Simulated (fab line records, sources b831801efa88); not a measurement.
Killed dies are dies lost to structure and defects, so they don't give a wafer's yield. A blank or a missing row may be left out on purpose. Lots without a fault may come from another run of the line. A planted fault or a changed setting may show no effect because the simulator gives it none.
fab line records | flow gf180mcu | part 1 of 2: steps 1 to 32 of 42
record lots=5 wafers=15 last_day=34
route steps=602 shown HV_LDD@192
lots that met no fault: from a run of the same line without faults
start_h: hours from the record's first day to the start of the lot's first wafer shown | wait_h: hours since the lot's step before | " the same as in the row above | L1.1+2: a row that stands for several wafers | - no value, or no start given | * or withheld: withheld | < > ~ a bound
route shown NAME@n: a module of which the file shows steps, and the number in the route of the first | usual: mean/standard deviation of fault-free wafers | same: alike in all rows | chamber/n: place in a boat | sites: the reading at each site | _std_site: their standard deviation | _edge_site: outer sites' mean less inner sites' | radius_mm: how far each site lies from the wafer's centre | mask NAME#n: copy n | behind: the tool/chamber that last shaped the wafer | hold: why the lot was held/for how many hours/how that ended | device: the transistor (n, p or np) that didn't switch | end of line: the same wafers' tests at the end of the route | a step without rows: its recipe alone | killed: dies lost to structure and defects at the first sort, not the wafer's yield | map: a wafer's dies, x killed, . not, _ none there
set.NAME: the setting as run; set.NAME@STEP: as run at that earlier step | model.NAME: the simulator's own value behind a step, which no gauge read
lots at some steps of the route; a table a step, a row a wafer
services: from which hour (start_h, from the record's first day; less than 0 if before it) a tool's chamber was out of use, for how many hours, and why
## steps
# step GF_HV_LDD_EXPOSE_16
# recipe mask_id=Pplus_LV_AREA target_cd_nm=400 na=0.6 source_shape=conventional sigma_outer=0.6 dose_mj=140
# usual focus_offset_nm=0.0/0.56
# columns lot.wafer tool chamber start_h wait_h mask focus_offset_nm
L074.1 iline_stepper-01 0 - - Pplus_LV_AREA#0 1.2
L074.3 " 0 " " Pplus_LV_AREA#0 0.6
L074.4 " 0 " " Pplus_LV_AREA#0 -0.3
L084.1 iline_stepper-01 0 - - Pplus_LV_AREA#0 0.3
L084.5 " 0 " " Pplus_LV_AREA#0 0.0
L084.6 " 0 " " Pplus_LV_AREA#0 0.9
L090.1 iline_stepper-01 0 - - Pplus_LV_AREA#0 -0.1
L090.4 " 0 " " Pplus_LV_AREA#0 0.3
L090.6 " 0 " " Pplus_LV_AREA#0 -0.4
L094.1 iline_stepper-02 0 - - Pplus_LV_AREA#0 -0.4
L094.2 " 0 " " Pplus_LV_AREA#0 0.9
L094.5 " 0 " " Pplus_LV_AREA#0 -0.3
L097.1 iline_stepper-01 0 - - Pplus_LV_AREA#0 -0.3
L097.2 " 0 " " Pplus_LV_AREA#0 -0.1
L097.3 " 0 " " Pplus_LV_AREA#0 -0.5
# step GF_HV_LDD_PEB_17
# recipe temp_c=withheld time_s=* resist=NOVOLAK
# columns lot.wafer tool chamber start_h wait_h
L074.1+3+4 litho_track-04 0 - -
L084.1+5+6 litho_track-03 0 - -
L090.1+4+6 litho_track-03 0 - -
L094.1+2+5 litho_track-03 0 - -
L097.1+2+3 litho_track-04 0 - -
# step GF_HV_LDD_DEVELOP_18
# recipe develop_time_s=60 dev_temp_c=23
# same develop_time_s=60
# columns lot.wafer tool chamber start_h wait_h
L074.1+3+4 litho_track-04 0 234.84 0.1
L084.1+5+6 litho_track-03 0 310.24 0.1
L090.1+4+6 litho_track-03 0 355.89 0.1
L094.1+2+5 litho_track-03 0 382.99 0.1
L097.1+2+3 litho_track-04 0 408.49 0.1
# step GF_HV_LDD_CD_MEAS_19
# recipe target_cd_nm=400
# usual cd_nm=399.4/2.6
# columns lot.wafer tool chamber start_h wait_h cd_nm
L074.1 cd_sem-02 - 234.99 0.1 396.5
L074.3 " - " " 397.9
L074.4 " - " " 398.3
L084.1 cd_sem-02 - 310.39 0.1 395.5
L084.5 " - " " 398.8
L084.6 " - " " 398.5
L090.1 cd_sem-01 - 356.04 0.1 402.0
L090.4 " - " " 400.4
L090.6 " - " " 402.6
L094.1 cd_sem-01 - 383.14 0.1 402.8
L094.2 " - " " 401.8
L094.5 " - " " 401.2
L097.1 cd_sem-02 - 408.64 0.1 400.5
L097.2 " - " " 399.7
L097.3 " - " " 397.9
# step GF_HV_LDD_OVL_MEAS_20
# usual HV_LDD_01_OVL=0.8/1.3
# columns lot.wafer tool chamber start_h wait_h HV_LDD_01_OVL[nm]
L074.1 overlay-02 - 235.11 0.1 1.5
L074.3 " - " " 2.7
L074.4 " - " " 1.0
L084.1 overlay-02 - 310.51 0.1 3.8
L084.5 " - " " 2.8
L084.6 " - " " 2.7
L090.1 overlay-02 - 356.16 0.1 -1.0
L090.4 " - " " -1.1
L090.6 " - " " -0.4
L094.1 overlay-01 - 383.26 0.1 0.7
L094.2 " - " " 2.1
L094.5 " - " " -0.3
L097.1 overlay-01 - 408.76 0.1 1.0
L097.2 " - " " -1.0
L097.3 " - " " -0.7
# step GF_HV_LDD_IMPLANT_21
# recipe species=BF2 energy_kev=25 dose_cm2=5e+13 tilt_deg=7
# columns lot.wafer tool chamber start_h wait_h
L074.1+3+4 implanter-02 0 235.14 0.0
L084.1+5+6 implanter-02 0 310.54 0.0
L090.1+4+6 implanter-03 0 356.19 0.0
L094.1+2+5 implanter-01 0 383.29 0.0
L097.1+2+3 implanter-02 0 408.79 0.0
# step GF_HV_LDD_STRIP_22
# recipe chemistry=O2/N2 power_w=1400 pressure_mtorr=1500 platen_temp_c=250 o2_flow_sccm=3000 n2_flow_sccm=300 overash_fraction=0.5
# usual drypump_motor_current_A=5.7/0.33 heater_power_w=334/26 oes_product_au=0.716/0.0044 strip_time_to_endpoint_s=12.64/0.036
# same overash_fraction=0.5
# columns lot.wafer tool chamber start_h wait_h drypump_motor_current_A heater_power_w oes_product_au rf_hours_counter_h strip_time_to_endpoint_s
L074.1 plasma_asher-03 0 235.29 0.1 4.9 318 0.714 60 12.64
L074.3 " 1 " " 6.0 326 0.714 - 12.62
L074.4 " 0 " " 4.9 323 0.714 - 12.62
L084.1 plasma_asher-04 1 310.69 0.1 5.2 332 0.709 66 12.70
L084.5 " 0 " " 6.0 346 0.725 - 12.71
L084.6 " 1 " " 5.2 318 0.715 - 12.66
L090.1 plasma_asher-01 0 356.34 0.1 5.8 306 0.719 24 12.67
L090.4 " 0 " " 5.8 303 0.718 - 12.66
L090.6 " 1 " " 5.9 367 0.717 - 12.61
L094.1 plasma_asher-01 0 383.44 0.1 5.8 312 0.716 27 12.65
L094.2 " 1 " " 5.9 374 0.715 27 12.64
L094.5 " 0 " " 5.8 309 0.709 - 12.67
L097.1 plasma_asher-03 1 408.94 0.1 6.0 320 0.718 78 12.69
L097.2 " 0 " " 4.9 319 0.715 78 12.68
L097.3 " 0 " " 4.9 317 0.718 - 12.65
# step GF_HV_LDD_TW_MEAS_23
# usual HV_LDD_2_TW=1050/9.3
# columns lot.wafer tool chamber start_h wait_h HV_LDD_2_TW
L074.1 film_metro-03 - 235.39 0.1 1047
L074.3 " - " " 1042
L074.4 " - " " 1044
L084.1 film_metro-04 - 310.79 0.1 1042
L084.5 " - " " 1035
L084.6 " - " " 1035
L090.1 film_metro-03 - 356.44 0.1 1053
L090.4 " - " " 1054
L090.6 " - " " 1054
L094.1 film_metro-02 - 383.54 0.1 1065
L094.2 " - " " 1064
L094.5 " - " " 1058
L097.1 film_metro-04 - 409.04 0.1 1040
L097.2 " - " " 1035
L097.3 " - " " 1036
# step GF_HV_LDD_DEHYDRATE_24
# recipe temp_c=200 time_s=60
# columns lot.wafer tool chamber start_h wait_h
L074.1+3+4 litho_track-03 0 243.49 8.1
L084.1+5+6 litho_track-04 0 321.34 10.5
L090.1+4+6 litho_track-04 0 366.99 10.5
L094.1+2+5 litho_track-04 0 393.99 10.4
L097.1+2+3 litho_track-04 0 420.64 11.6
# step GF_HV_LDD_HMDS_25
# recipe prime_time_s=60 prime_temp_c=120
# same prime_time_s=60
# columns lot.wafer tool chamber start_h wait_h
L074.1+3+4 litho_track-03 0 243.64 0.1
L084.1+5+6 litho_track-04 0 321.49 0.1
L090.1+4+6 litho_track-04 0 367.14 0.1
L094.1+2+5 litho_track-04 0 394.14 0.1
L097.1+2+3 litho_track-04 0 420.79 0.1
# step GF_HV_LDD_COAT_26
# recipe resist=NOVOLAK spin_rpm=3000 resist_thk_nm=1000
# usual spin_speed_rpm=3000.0/2.5
# columns lot.wafer tool chamber start_h wait_h spin_speed_rpm
L074.1 litho_track-03 0 243.79 0.1 2995.8
L074.3 " 0 " " 2997.3
L074.4 " 0 " " 3002.1
L084.1 litho_track-04 0 321.64 0.1 3001.7
L084.5 " 0 " " 3002.3
L084.6 " 0 " " 3003.0
L090.1 litho_track-04 0 367.29 0.1 3001.8
L090.4 " 0 " " 2999.6
L090.6 " 0 " " 3000.1
L094.1 litho_track-04 0 394.29 0.1 2999.5
L094.2 " 0 " " 2997.9
L094.5 " 0 " " 3000.5
L097.1 litho_track-04 0 420.94 0.1 2998.8
L097.2 " 0 " " 3000.0
L097.3 " 0 " " 3000.2
# step GF_HV_LDD_SOFTBAKE_27
# recipe temp_c=90 time_s=60 resist=NOVOLAK
# columns lot.wafer tool chamber start_h wait_h
L074.1+3+4 litho_track-03 0 243.94 0.1
L084.1+5+6 litho_track-04 0 321.79 0.1
L090.1+4+6 litho_track-04 0 367.44 0.1
L094.1+2+5 litho_track-04 0 394.44 0.1
L097.1+2+3 litho_track-04 0 421.09 0.1
# step GF_HV_LDD_EXPOSE_28
# recipe mask_id=Nplus_HV_AREA target_cd_nm=400 na=0.6 source_shape=conventional sigma_outer=0.6 dose_mj=140
# usual focus_offset_nm=-0.1/0.58
# columns lot.wafer tool chamber start_h wait_h mask focus_offset_nm
L074.1 iline_stepper-01 0 - - Nplus_HV_AREA#0 0.3
L074.3 " 0 " " Nplus_HV_AREA#0 0.0
L074.4 " 0 " " Nplus_HV_AREA#0 -1.0
L084.1 iline_stepper-01 0 - - Nplus_HV_AREA#0 0.3
L084.5 " 0 " " Nplus_HV_AREA#0 0.3
L084.6 " 0 " " Nplus_HV_AREA#0 0.7
L090.1 iline_stepper-02 0 - - Nplus_HV_AREA#0 0.2
L090.4 " 0 " " Nplus_HV_AREA#0 0.4
L090.6 " 0 " " Nplus_HV_AREA#0 0.3
L094.1 iline_stepper-01 0 - - Nplus_HV_AREA#0 -0.8
L094.2 " 0 " " Nplus_HV_AREA#0 -0.3
L094.5 " 0 " " Nplus_HV_AREA#0 -0.2
L097.1 iline_stepper-01 0 - - Nplus_HV_AREA#0 0.4
L097.2 " 0 " " Nplus_HV_AREA#0 0.7
L097.3 " 0 " " Nplus_HV_AREA#0 -0.4
# step GF_HV_LDD_PEB_29
# recipe temp_c=withheld time_s=* resist=NOVOLAK
# columns lot.wafer tool chamber start_h wait_h
L074.1+3+4 litho_track-03 0 - -
L084.1+5+6 litho_track-03 0 - -
L090.1+4+6 litho_track-02 0 - -
L094.1+2+5 litho_track-02 0 - -
L097.1+2+3 litho_track-02 0 - -
# step GF_HV_LDD_DEVELOP_30
# recipe develop_time_s=60 dev_temp_c=23
# same develop_time_s=60
# columns lot.wafer tool chamber start_h wait_h
L074.1+3+4 litho_track-03 0 252.94 0.1
L084.1+5+6 litho_track-03 0 331.64 0.1
L090.1+4+6 litho_track-02 0 378.44 0.1
L094.1+2+5 litho_track-02 0 406.13 0.1
L097.1+2+3 litho_track-02 0 432.83 0.1
# step GF_HV_LDD_CD_MEAS_31
# recipe target_cd_nm=400
# usual cd_nm=400.2/2
# columns lot.wafer tool chamber start_h wait_h cd_nm
L074.1 cd_sem-02 - 253.09 0.1 398.9
L074.3 " - " " 398.5
L074.4 " - " " 397.6
L084.1 cd_sem-02 - 331.79 0.1 398.5
L084.5 " - " " 396.7
L084.6 " - " " 396.2
L090.1 cd_sem-02 - 378.59 0.1 395.8
L090.4 " - " " 398.4
L090.6 " - " " 395.9
L094.1 cd_sem-01 - 406.28 0.1 401.3
L094.2 " - " " 400.9
L094.5 " - " " 402.9
L097.1 cd_sem-02 - 432.98 0.1 400.6
L097.2 " - " " 400.1
L097.3 " - " " 402.2
# step GF_HV_LDD_OVL_MEAS_32
# usual HV_LDD_02_OVL=0.2/1.4
# columns lot.wafer tool chamber start_h wait_h HV_LDD_02_OVL[nm]
L074.1 overlay-02 - 253.21 0.1 -0.5
L074.3 " - " " 0.6
L074.4 " - " " 1.9
L084.1 overlay-01 - 331.91 0.1 1.4
L084.5 " - " " 2.3
L084.6 " - " " 3.5
L090.1 overlay-01 - 378.71 0.1 0.4
L090.4 " - " " -1.7
L090.6 " - " " -1.0
L094.1 overlay-01 - 406.40 0.1 -1.7
L094.2 " - " " -0.9
L094.5 " - " " -1.1
L097.1 overlay-01 - 433.10 0.1 0.2
L097.2 " - " " -3.0
L097.3 " - " " -0.9
# step GF_HV_LDD_IMPLANT_33
# recipe species=P energy_kev=60 dose_cm2=7.5e+12 tilt_deg=30 rotation_deg=0
# columns lot.wafer tool chamber start_h wait_h
L074.1+3+4 implanter-03 0 253.24 0.0
L084.1+5+6 implanter-03 0 331.94 0.0
L090.1+4+6 implanter-01 0 378.74 0.0
L094.1+2+5 implanter-02 0 406.44 0.0
L097.1+2+3 implanter-02 0 433.14 0.0
# step GF_HV_LDD_IMPLANT_34
# recipe species=P energy_kev=60 dose_cm2=7.5e+12 tilt_deg=30 rotation_deg=90
# columns lot.wafer tool chamber start_h wait_h
L074.1+3+4 implanter-03 0 253.39 0.1
L084.1+5+6 implanter-03 0 332.09 0.1
L090.1+4+6 implanter-01 0 378.89 0.1
L094.1+2+5 implanter-02 0 406.59 0.1
L097.1+2+3 implanter-02 0 433.29 0.1
# step GF_HV_LDD_IMPLANT_35
# recipe species=P energy_kev=60 dose_cm2=7.5e+12 tilt_deg=30 rotation_deg=180
# columns lot.wafer tool chamber start_h wait_h
L074.1+3+4 implanter-03 0 253.54 0.1
L084.1+5+6 implanter-03 0 332.24 0.1
L090.1+4+6 implanter-01 0 379.04 0.1
L094.1+2+5 implanter-02 0 406.74 0.1
L097.1+2+3 implanter-02 0 433.44 0.1
# step GF_HV_LDD_IMPLANT_36
# recipe species=P energy_kev=60 dose_cm2=7.5e+12 tilt_deg=30 rotation_deg=270
# columns lot.wafer tool chamber start_h wait_h
L074.1+3+4 implanter-03 0 253.69 0.1
L084.1+5+6 implanter-03 0 332.39 0.1
L090.1+4+6 implanter-01 0 379.19 0.1
L094.1+2+5 implanter-02 0 406.89 0.1
L097.1+2+3 implanter-02 0 433.59 0.1
# step GF_HV_LDD_STRIP_37
# recipe chemistry=O2/N2 power_w=1400 pressure_mtorr=1500 platen_temp_c=250 o2_flow_sccm=3000 n2_flow_sccm=300 overash_fraction=0.5
# usual drypump_motor_current_A=5.6/0.42 heater_power_w=329/19 oes_product_au=0.716/0.0043 strip_time_to_endpoint_s=12.63/0.038
# same overash_fraction=0.5
# columns lot.wafer tool chamber start_h wait_h drypump_motor_current_A heater_power_w oes_product_au rf_hours_counter_h strip_time_to_endpoint_s
L074.1 plasma_asher-04 1 253.84 0.1 5.3 325 0.717 60 12.59
L074.3 " 1 " " 5.2 328 0.712 - 12.63
L074.4 " 0 " " 5.9 335 0.709 - 12.68
L084.1 plasma_asher-04 1 332.54 0.1 5.2 320 0.712 68 12.60
L084.5 " 1 " " 5.2 329 0.717 - 12.63
L084.6 " 0 " " 5.9 342 0.713 - 12.64
L090.1 plasma_asher-04 0 379.34 0.1 6.0 335 0.711 72 12.62
L090.4 " 1 " " 5.2 320 0.717 - 12.66
L090.6 " 1 " " 5.2 317 0.715 - 12.60
L094.1 plasma_asher-01 0 407.04 0.1 5.8 318 0.722 30 12.66
L094.2 " 1 " " 5.9 380 0.716 30 12.65
L094.5 " 0 " " 5.8 307 0.718 - 12.70
L097.1 plasma_asher-01 1 433.74 0.1 5.9 368 0.716 33 12.65
L097.2 " 0 " " 5.8 316 0.721 33 12.64
L097.3 " 0 " " 5.8 301 0.718 - 12.61
# step GF_HV_LDD_TW_MEAS_38
# usual HV_LDD_3_TW=1422/13
# columns lot.wafer tool chamber start_h wait_h HV_LDD_3_TW
L074.1 film_metro-04 - 253.94 0.1 1418
L074.3 " - " " 1410
L074.4 " - " " 1413
L084.1 film_metro-04 - 332.64 0.1 1410
L084.5 " - " " 1411
L084.6 " - " " 1409
L090.1 film_metro-03 - 379.44 0.1 1422
L090.4 " - " " 1423
L090.6 " - " " 1417
L094.1 film_metro-02 - 407.14 0.1 1454
L094.2 " - " " 1442
L094.5 " - " " 1442
L097.1 film_metro-03 - 433.84 0.1 1417
L097.2 " - " " 1421
L097.3 " - " " 1410
# step GF_HV_LDD_DEHYDRATE_39
# recipe temp_c=200 time_s=60
# columns lot.wafer tool chamber start_h wait_h
L074.1+3+4 litho_track-03 0 262.49 8.5
L084.1+5+6 litho_track-03 0 343.09 10.4
L090.1+4+6 litho_track-02 0 390.23 10.8
L094.1+2+5 litho_track-04 0 418.49 11.3
L097.1+2+3 litho_track-02 0 445.88 12.0
# step GF_HV_LDD_HMDS_40
# recipe prime_time_s=60 prime_temp_c=120
# same prime_time_s=60
# columns lot.wafer tool chamber start_h wait_h
L074.1+3+4 litho_track-03 0 262.64 0.1
L084.1+5+6 litho_track-03 0 343.24 0.1
L090.1+4+6 litho_track-02 0 390.38 0.1
L094.1+2+5 litho_track-04 0 418.64 0.1
L097.1+2+3 litho_track-02 0 446.03 0.1
# step GF_HV_LDD_COAT_41
# recipe resist=NOVOLAK spin_rpm=3000 resist_thk_nm=1000
# usual spin_speed_rpm=2999.7/2.2
# columns lot.wafer tool chamber start_h wait_h spin_speed_rpm
L074.1 litho_track-03 0 262.79 0.1 2994.2
L074.3 " 0 " " 3000.3
L074.4 " 0 " " 2995.8
L084.1 litho_track-03 0 343.39 0.1 2999.8
L084.5 " 0 " " 3001.9
L084.6 " 0 " " 3001.1
L090.1 litho_track-02 0 390.53 0.1 2999.2
L090.4 " 0 " " 2998.8
L090.6 " 0 " " 2999.5
L094.1 litho_track-04 0 418.79 0.1 2998.1
L094.2 " 0 " " 2998.4
L094.5 " 0 " " 3000.1
L097.1 litho_track-02 0 446.18 0.1 3005.2
L097.2 " 0 " " 3000.8
L097.3 " 0 " " 3002.7
# step GF_HV_LDD_SOFTBAKE_42
# recipe temp_c=90 time_s=60 resist=NOVOLAK
# columns lot.wafer tool chamber start_h wait_h
L074.1+3+4 litho_track-03 0 262.94 0.1
L084.1+5+6 litho_track-03 0 343.54 0.1
L090.1+4+6 litho_track-02 0 390.68 0.1
L094.1+2+5 litho_track-04 0 418.94 0.1
L097.1+2+3 litho_track-02 0 446.33 0.1
# step GF_HV_LDD_EXPOSE_43
# recipe mask_id=Pplus_HV_AREA target_cd_nm=400 na=0.6 source_shape=conventional sigma_outer=0.6 dose_mj=140
# usual focus_offset_nm=0.0/0.5
# columns lot.wafer tool chamber start_h wait_h mask focus_offset_nm
L074.1 iline_stepper-01 0 - - Pplus_HV_AREA#0 -0.3
L074.3 " 0 " " Pplus_HV_AREA#0 0.6
L074.4 " 0 " " Pplus_HV_AREA#0 -0.5
L084.1 iline_stepper-02 0 - - Pplus_HV_AREA#0 0.4
L084.5 " 0 " " Pplus_HV_AREA#0 0.6
L084.6 " 0 " " Pplus_HV_AREA#0 0.5
L090.1 iline_stepper-01 0 - - Pplus_HV_AREA#0 -0.6
L090.4 " 0 " " Pplus_HV_AREA#0 0.3
L090.6 " 0 " " Pplus_HV_AREA#0 0.0
L094.1 iline_stepper-01 0 - - Pplus_HV_AREA#0 -0.1
L094.2 " 0 " " Pplus_HV_AREA#0 0.4
L094.5 " 0 " " Pplus_HV_AREA#0 0.1
L097.1 iline_stepper-01 0 - - Pplus_HV_AREA#0 0.1
L097.2 " 0 " " Pplus_HV_AREA#0 0.0
L097.3 " 0 " " Pplus_HV_AREA#0 -0.2
# step GF_HV_LDD_PEB_44
# recipe temp_c=withheld time_s=* resist=NOVOLAK
# columns lot.wafer tool chamber start_h wait_h
L074.1+3+4 litho_track-03 0 - -
L084.1+5+6 litho_track-03 0 - -
L090.1+4+6 litho_track-02 0 - -
L094.1+2+5 litho_track-03 0 - -
L097.1+2+3 litho_track-04 0 - -
# step GF_HV_LDD_DEVELOP_45
# recipe develop_time_s=60 dev_temp_c=23
# same develop_time_s=60
# columns lot.wafer tool chamber start_h wait_h
L074.1+3+4 litho_track-03 0 272.89 0.1
L084.1+5+6 litho_track-03 0 353.94 0.1
L090.1+4+6 litho_track-02 0 402.03 0.1
L094.1+2+5 litho_track-03 0 429.73 0.1
L097.1+2+3 litho_track-04 0 458.29 0.1
# step GF_HV_LDD_CD_MEAS_46
# recipe target_cd_nm=400
# usual cd_nm=399.7/2.6
# columns lot.wafer tool chamber start_h wait_h cd_nm
L074.1 cd_sem-02 - 273.04 0.1 396.1
L074.3 " - " " 397.3
L074.4 " - " " 398.1
L084.1 cd_sem-01 - 354.09 0.1 400.7
L084.5 " - " " 400.5
L084.6 " - " " 399.1
L090.1 cd_sem-01 - 402.18 0.1 400.1
L090.4 " - " " 400.2
L090.6 " - " " 398.1
L094.1 cd_sem-02 - 429.88 0.1 400.6
L094.2 " - " " 401.4
L094.5 " - " " 401.7
L097.1 cd_sem-02 - 458.44 0.1 401.7
L097.2 " - " " 402.3
L097.3 " - " " 399.5
# step GF_HV_LDD_OVL_MEAS_47
# usual HV_LDD_03_OVL=-0.6/1.4
# columns lot.wafer tool chamber start_h wait_h HV_LDD_03_OVL[nm]
L074.1 overlay-01 - 273.16 0.1 -1.1
L074.3 " - " " -0.3
L074.4 " - " " 1.0
L084.1 overlay-02 - 354.21 0.1 -1.6
L084.5 " - " " 0.8
L084.6 " - " " -1.3
L090.1 overlay-01 - 402.30 0.1 -1.1
L090.4 " - " " -1.3
L090.6 " - " " 0.6
L094.1 overlay-01 - 430.00 0.1 0.4
L094.2 " - " " 1.8
L094.5 " - " " 1.9
L097.1 overlay-01 - 458.56 0.1 -0.6
L097.2 " - " " 0.7
L097.3 " - " " 2.4
